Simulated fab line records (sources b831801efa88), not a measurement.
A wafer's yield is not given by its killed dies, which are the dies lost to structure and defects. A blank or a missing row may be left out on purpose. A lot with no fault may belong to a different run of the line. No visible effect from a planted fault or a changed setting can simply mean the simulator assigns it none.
8D (eight disciplines) problem report, filled in by code || flow sky130 || the parts of the form that need people (team, actions taken, sign-off) are left out

1. THE ISSUE
SKY_FIELD_ISO_ETCH_14, run_length_s: mean 45.7 s over 1 wafer from 1 lot; wafers with no fault: 74.2 s, standard deviation 0.43. That puts it -66 standard deviations away from the usual mean.
The step: etches BARC in N2/H2, stops on SiO2, time 45.9 s, target depth 60 nm.
The first sign was on wafer L858.4 at day 6 08:07, on rie_diel-04. At this step, 39 wafers from 13 lots have a number in the record. Rule for "out", or "out of limits": more than 4 standard deviations from the usual mean. The rest of the wafers with a number are treated as sound.

2. WHAT IT IS AND WHAT IT IS NOT
{"question": "which readings at this step", "is": "run_length_s, oes_product_au", "is not": "drypump_motor_current_A"}
{"question": "which lots", "is": "L858", "is not": "L839, L840, L842, L843, L844, L845, L846, L849, L850, L852, L860, L861"}
{"question": "which wafers of those lots", "is": "L858.4", "is not": "L858.2, L858.3"}
{"question": "read on which tools", "is": "rie_diel-04", "is not": "rie_diel-02, rie_diel-03"}
{"question": "when", "is": "from day 6 08:07", "is not": "up to then (32 sound wafers); but 6 sound wafers of L860, L861 came after"}

3. THE SUSPECTS, EACH WITH WHAT RULES IT OUT
Counting: any tool at a process step up to the reading remains a suspect provided it ran every lot that is out. Sound lots after the first of them don't rule it out here, since some wafers of a struck lot are sound.
- rie_diel-04 at SKY_FIELD_ISO_ETCH_14 (etches BARC in N2/H2, stops on SiO2, time 45.9 s, target depth 60 nm): kept. The lot that is out, L858, ran on it at day 6 08:07; the last sound lot it ran before that was L846, at day 4 01:59. Its own oes_product_au, run_length_s readings are out on those wafers.
- Within rie_diel-04 at SKY_FIELD_ISO_ETCH_14: the wafers that are out ran in chamber 1; their sound lot-mates ran in chambers 0, 3.
After counting, what remains is rie_diel-04 at SKY_FIELD_ISO_ETCH_14.

4. THE CAUSE (what the simulator had put in)
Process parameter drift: rie_diel-04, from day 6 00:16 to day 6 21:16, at SKY_FIELD_ISO_ETCH_14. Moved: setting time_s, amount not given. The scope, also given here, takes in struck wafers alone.
After counting, this tool was the only one left.

5. THE CHAIN OF EFFECTS, in route order
Each row: a reading where the mean over the struck wafers with a number is more than 3 standard deviations away from the usual. Only readings for which the record gives a usual standard deviation are gone through. hours: the time from each lot's start at the first step in this table that gives one to its start at this step, as a median over the lots. sigmas: the change in usual standard deviations.
{"hours": 0, "step": "SKY_FIELD_ISO_ETCH_14", "reading": "oes_product_au", "usual": "0.855 a.u.", "on struck wafers": 1.002, "change": "+0.147", "sigmas": "+27"}
{"hours": 0, "step": "SKY_FIELD_ISO_ETCH_14", "reading": "run_length_s", "usual": "74.2 s", "on struck wafers": 45.7, "change": -28.5, "sigmas": -66}
{"hours": 0, "step": "SKY_FIELD_ISO_ETCH_15", "reading": "oes_product_au", "usual": "0.945 a.u.", "on struck wafers": 0.378, "change": -0.567, "sigmas": -87}
{"hours": 0, "step": "SKY_FIELD_ISO_ETCH_15", "reading": "throttle_valve_pct", "usual": "8.844 %", "on struck wafers": 8.672, "change": -0.172, "sigmas": -19}
Process steps it contains:
- SKY_FIELD_ISO_ETCH_14: etches BARC in N2/H2, stops on SiO2, time 45.9 s, target depth 60 nm.
- SKY_FIELD_ISO_ETCH_15: etches the open film in CHF3/O2, stops on Si, target depth 180 nm, time 72 s.
Readings that are blank on the struck wafers while sound wafers have them: bias_w at SKY_FIELD_ISO_ETCH_14; PWDE_OVL at SKY_PWDE_OVL_MEAS_07; NWELL_00_OVL at SKY_NWELL_OVL_MEAS_10.
At these later measuring or inspecting steps, every struck wafer for which the step has a row has a number for every such reading, and none has moved that far: SKY_NWELL_TW_MEAS_26.

6. WHAT WOULD HAVE CAUGHT IT SOONER
In this record no reading fell out of limits until day 6 08:07, 8 hours after the fault had begun at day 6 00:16.
